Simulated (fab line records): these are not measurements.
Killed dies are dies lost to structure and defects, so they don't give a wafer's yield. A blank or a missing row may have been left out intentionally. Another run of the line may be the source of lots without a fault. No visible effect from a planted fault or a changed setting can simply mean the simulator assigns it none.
What tool caused it? :: flow sfq line :: 42 wafers from 14 lots sampled at 2 of the route's 325 steps

== WHAT THE GAUGES READ, wafer by wafer ==
The record holds no reading of a measuring or inspecting step that can be judged against a usual standard deviation.

== WHAT TOOL EACH LOT RAN ON (gives the tool, then ch and the chambers of the sampled wafers, and finally the start) ==
lot: L568
SFQ_TRILAYER_I1_DEP_PECVD_045: pecvd-02 ch 0,1,2, day 12 20:16
SFQ_TRILAYER_I1_CMP_CMP_046: cmp-02 ch 2,3, day 12 21:29

lot: L569
SFQ_TRILAYER_I1_DEP_PECVD_045: pecvd-01 ch 0,1, day 13 00:38
SFQ_TRILAYER_I1_CMP_CMP_046: cmp-01 ch 0,1,2, day 13 04:55

lot: L570
SFQ_TRILAYER_I1_DEP_PECVD_045: pecvd-04 ch 0,1, day 13 08:35
SFQ_TRILAYER_I1_CMP_CMP_046: cmp-02 ch 0,2, day 13 15:29

lot: L571
SFQ_TRILAYER_I1_DEP_PECVD_045: pecvd-01 ch 0,1,2, day 13 18:39
SFQ_TRILAYER_I1_CMP_CMP_046: cmp-01 ch 1,2,3, day 13 23:58

lot: L573
SFQ_TRILAYER_I1_DEP_PECVD_045: pecvd-01 ch 0,1, day 14 11:35
SFQ_TRILAYER_I1_CMP_CMP_046: cmp-02 ch 0,2,3, day 14 14:59

lot: L574
SFQ_TRILAYER_I1_DEP_PECVD_045: pecvd-01 ch 0,1, day 14 22:13
SFQ_TRILAYER_I1_CMP_CMP_046: cmp-02 ch 0,1,3, day 15 00:59

lot: L576
SFQ_TRILAYER_I1_DEP_PECVD_045: pecvd-04 ch 0,1,2, day 15 17:27
SFQ_TRILAYER_I1_CMP_CMP_046: cmp-02 ch 0,1,2, day 15 20:12

lot: L577
SFQ_TRILAYER_I1_DEP_PECVD_045: pecvd-01 ch 0,1,2, day 15 22:13
SFQ_TRILAYER_I1_CMP_CMP_046: cmp-02 ch 0,2,3, day 16 00:42

lot: L580
SFQ_TRILAYER_I1_DEP_PECVD_045: pecvd-01 ch 0,2, day 16 11:25
SFQ_TRILAYER_I1_CMP_CMP_046: cmp-01 ch 0,1,2, day 16 15:52

lot: L581
SFQ_TRILAYER_I1_DEP_PECVD_045: pecvd-02 ch 0,1,2, day 17 07:02
SFQ_TRILAYER_I1_CMP_CMP_046: cmp-01 ch 0,2, day 17 08:32

lot: L582
SFQ_TRILAYER_I1_DEP_PECVD_045: pecvd-01 ch 0,1,2, day 17 08:14
SFQ_TRILAYER_I1_CMP_CMP_046: cmp-02 ch 0,3, day 17 10:26

lot: L586
SFQ_TRILAYER_I1_DEP_PECVD_045: pecvd-04 ch 1,2, day 18 15:21
SFQ_TRILAYER_I1_CMP_CMP_046: cmp-02 ch 1,2, day 19 01:37

lot: L588
SFQ_TRILAYER_I1_DEP_PECVD_045: pecvd-04 ch 0,1,2, day 19 17:44
SFQ_TRILAYER_I1_CMP_CMP_046: cmp-02 ch 2,3, day 19 20:07

lot: L589
SFQ_TRILAYER_I1_DEP_PECVD_045: pecvd-01 ch 1,2, day 19 20:08
SFQ_TRILAYER_I1_CMP_CMP_046: cmp-02 ch 2,3, day 20 01:37
- SFQ_TRILAYER_I1_DEP_PECVD_045: deposits SiO2 from SiH4/N2O, time 111.11 s, target thk 500 nm.
- SFQ_TRILAYER_I1_CMP_CMP_046: polishes SiO2.

== WHAT THE TOOLS THEMSELVES READ (means of the sampled wafers that have a number; where no wafer has one, the mark that the record gives instead) ==
SFQ_TRILAYER_I1_DEP_PECVD_045.
lot: L568
tool: pecvd-02
heater power w (W): 77
rf fwd power W (W): 182.3
run length s (s): 139.0
throttle valve pct (%): 26.0

lot: L569
tool: pecvd-01
heater power w (W): 68
rf fwd power W (W): 182.6
run length s (s): 139.1
throttle valve pct (%): 23.0

lot: L570
tool: pecvd-04
heater power w (W): 85
rf fwd power W (W): 183.2
run length s (s): 138.9
throttle valve pct (%): 25.3

lot: L571
tool: pecvd-01
heater power w (W): 73
rf fwd power W (W): 182.4
run length s (s): 139.4
throttle valve pct (%): 23.0

lot: L573
tool: pecvd-01
heater power w (W): 71
rf fwd power W (W): 182.3
run length s (s): 139.0
throttle valve pct (%): 23.1

lot: L574
tool: pecvd-01
heater power w (W): 68
rf fwd power W (W): 182.1
run length s (s): 138.9
throttle valve pct (%): 23.0

lot: L576
tool: pecvd-04
heater power w (W): 81
rf fwd power W (W): 182.4
run length s (s): 139.0
throttle valve pct (%): 24.9

lot: L577
tool: pecvd-01
heater power w (W): 73
rf fwd power W (W): 182.7
run length s (s): 139.0
throttle valve pct (%): 23.2

lot: L580
tool: pecvd-01
heater power w (W): 80
rf fwd power W (W): -
run length s (s): 121.0
throttle valve pct (%): 23.4

lot: L581
tool: pecvd-02
heater power w (W): 70
rf fwd power W (W): 183.0
run length s (s): 139.2
throttle valve pct (%): 26.0

lot: L582
tool: pecvd-01
heater power w (W): 72
rf fwd power W (W): -
run length s (s): 120.8
throttle valve pct (%): 23.2

lot: L586
tool: pecvd-04
heater power w (W): 92
rf fwd power W (W): 182.4
run length s (s): 139.0
throttle valve pct (%): 25.0

lot: L588
tool: pecvd-04
heater power w (W): 88
rf fwd power W (W): 182.3
run length s (s): 138.9
throttle valve pct (%): 25.4

lot: L589
tool: pecvd-01
heater power w (W): 74
rf fwd power W (W): 182.1
run length s (s): 139.3
throttle valve pct (%): 23.1

SFQ_TRILAYER_I1_CMP_CMP_046.
lot: L568
tool: cmp-02
edge zone pressure frac: 0.999
motor current A (A): 9.7
time to endpoint s (s): 214

lot: L569
tool: cmp-01
edge zone pressure frac: 0.999
motor current A (A): 10.5
time to endpoint s (s): 214

lot: L570
tool: cmp-02
edge zone pressure frac: 1.003
motor current A (A): 9.4
time to endpoint s (s): 211

lot: L571
tool: cmp-01
edge zone pressure frac: 0.999
motor current A (A): 10.6
time to endpoint s (s): 216

lot: L573
tool: cmp-02
edge zone pressure frac: 0.999
motor current A (A): 9.6
time to endpoint s (s): 204

lot: L574
tool: cmp-02
edge zone pressure frac: 1.000
motor current A (A): 9.5
time to endpoint s (s): 215

lot: L576
tool: cmp-02
edge zone pressure frac: 1.000
motor current A (A): 9.8
time to endpoint s (s): 226

lot: L577
tool: cmp-02
edge zone pressure frac: 0.999
motor current A (A): 9.7
time to endpoint s (s): 213

lot: L580
tool: cmp-01
edge zone pressure frac: 1.002
motor current A (A): 10.3
time to endpoint s (s): 169

lot: L581
tool: cmp-01
edge zone pressure frac: 1.003
motor current A (A): 10.0
time to endpoint s (s): 226

lot: L582
tool: cmp-02
edge zone pressure frac: 0.996
motor current A (A): 9.7
time to endpoint s (s): 162

lot: L586
tool: cmp-02
edge zone pressure frac: 0.998
motor current A (A): 9.7
time to endpoint s (s): 217

lot: L588
tool: cmp-02
edge zone pressure frac: 1.004
motor current A (A): 9.4
time to endpoint s (s): 211

lot: L589
tool: cmp-02
edge zone pressure frac: 0.999
motor current A (A): 9.5
time to endpoint s (s): 210

== THE ANSWER, worked out from the rows above alone ==
Rule: the lots themselves supply what counts as usual. The widest of any qualifying gaps counts: lots, ordered by their means at a reading, are off when they make up no more than a third of the lots, leave a main group of 4 or more, and stand apart from it by 3 or more times the standard deviation of that group's means. If all means in a main group match to the digits the tables above print for the reading, that group is not used. Also off: a lot with no number at a reading for which 4 or more lots have one. All remaining lots with rows at the step are treated as sound. First the gauges in route order, then the tools' own readings, where a lot's mean is used as printed above. The first step at which some lot is off is used, and at that step the reading that is off furthest; a lot without a number counts as furthest.
Off: L580, L582, at SFQ_TRILAYER_I1_DEP_PECVD_045 (rf fwd power W). Without a number there: L580, L582. For the main group the mean is 182.5 W and the standard deviation 0.32.
If a tool, at that step or one of the process steps before it, ran each lot that is off and ran no sound lot following the first of them, it fits. Not one of the candidates tried fits.

== WHAT THE SIMULATOR HAD INSERTED ==
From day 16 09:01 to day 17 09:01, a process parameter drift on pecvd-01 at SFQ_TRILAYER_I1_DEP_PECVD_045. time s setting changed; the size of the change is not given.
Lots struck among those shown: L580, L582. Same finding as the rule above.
